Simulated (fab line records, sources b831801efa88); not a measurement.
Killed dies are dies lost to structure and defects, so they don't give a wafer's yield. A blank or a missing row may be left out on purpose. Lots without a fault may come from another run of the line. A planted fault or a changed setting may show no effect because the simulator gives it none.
Problem report in the 8D (eight disciplines) form, filled by code | flow gf180mcu | the parts of the form that need people (team, actions taken, sign-off) are left out

1. THE PROBLEM
V5_W_RS at GF_V5_RS_MEAS_24 reads a mean of 0.457 ohm/sq on 6 wafers of 2 lots; wafers without a fault read 0.328 ohm/sq with a standard deviation of 0.0038. That is +34 standard deviations from the usual mean.
The step: measures by four-point-probe.
First seen on wafer L514.1, day 30 22:40, on film_metro-01. The record holds 33 wafers of 11 lots with a number at this step. Rule for "out", or "out of limits": more than 4 standard deviations from the usual mean. The other wafers with a number count as sound.

2. WHAT IT IS AND WHAT IT IS NOT
question                    | is                           | is not
which readings at this step | V5_W_RS                      | -
which lots                  | L514, L515                   | L502, L503, L504, L505, L506, L518, L520, L522, L523
which wafers of those lots  | all that have a number       | -
read on which gauges        | film_metro-01, film_metro-03 | film_metro-02
when                        | from day 30 22:40            | up to then (15 sound wafers); but 12 sound wafers of L518, L520, L522, L523 came after

3. SUSPECTS, AND WHAT RULES EACH OUT
Counting: a tool at a process step up to the reading stays a suspect if it ran every lot that is out and no sound lot after the first of them.
- the gauge at GF_V5_RS_MEAS_24: ruled out. The wafers that are out were read on 2 gauges (film_metro-01, film_metro-03).
- pvd_sputter-02 at GF_M4_SPUTTER_04 (material TiN, target thk 50 nm, time 41.7 s): ruled out as a lasting fault. Sound lots L522, L523 ran on it after its first lot that is out, L514 (day 26 14:58).
- cvd_w-02 at GF_V5_CVD_23 (deposits W, target thk 350 nm, time 104.9 s): kept. It ran every lot that is out, first L514 (day 30 22:33), and no sound lot after that; its last sound lot up to then is L504 (day 28 02:23).
Left after counting: cvd_w-02 at GF_V5_CVD_23.

4. THE CAUSE (what the simulator had put in)
Process parameter drift: cvd_w-02, from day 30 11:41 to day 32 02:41, at GF_V5_CVD_23. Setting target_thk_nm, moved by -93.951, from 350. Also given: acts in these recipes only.
Counting left only this tool.

5. THE CHAIN OF EFFECTS, in route order
Each row: a reading whose mean over the struck wafers that have a number lies more than 3 standard deviations from the usual. Only readings for which the record gives a usual standard deviation are gone through. hours: the time from each lot's start at the first step in this table that gives one to its start at this step, as a median over the lots. sigmas: the change in usual standard deviations.
hours | step              | reading            | usual        | on struck wafers | change | sigmas
0     | GF_V5_RS_MEAS_24  | V5_W_RS            | 0.328 ohm/sq | 0.457            | +0.129 | +34
0     | GF_V5_THK_MEAS_25 | V5_W_THK           | 353 nm       | 254              | -99    | -18
0     | GF_V5_CMP_26      | time_to_endpoint_s | 85 s         | 64               | -21    | -6.9
The process steps in it:
- GF_V5_CMP_26: polishes, stops on SiO2, t overpolish 15 s, target thk 0 nm.
Later measuring or inspecting steps at which every struck wafer that the step has a row for has a number for every such reading, and none has moved that far: GF_TOP_METAL_CD_MEAS_14.

6. WHAT WOULD HAVE CAUGHT IT SOONER
In this record the first reading out of limits at a measuring or inspecting step was taken at day 30 22:40, 11 hours after the fault began at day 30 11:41.
Of the tool readings at GF_V5_CVD_23 for which the record gives a usual standard deviation, none was out on any struck wafer, so an alarm limit of 4 standard deviations on them would not have fired.
Of the lots that are out (2), L515 began GF_V5_CVD_23 on cvd_w-02 after day 30 22:40. A hold on the tool at that time would have spared it.
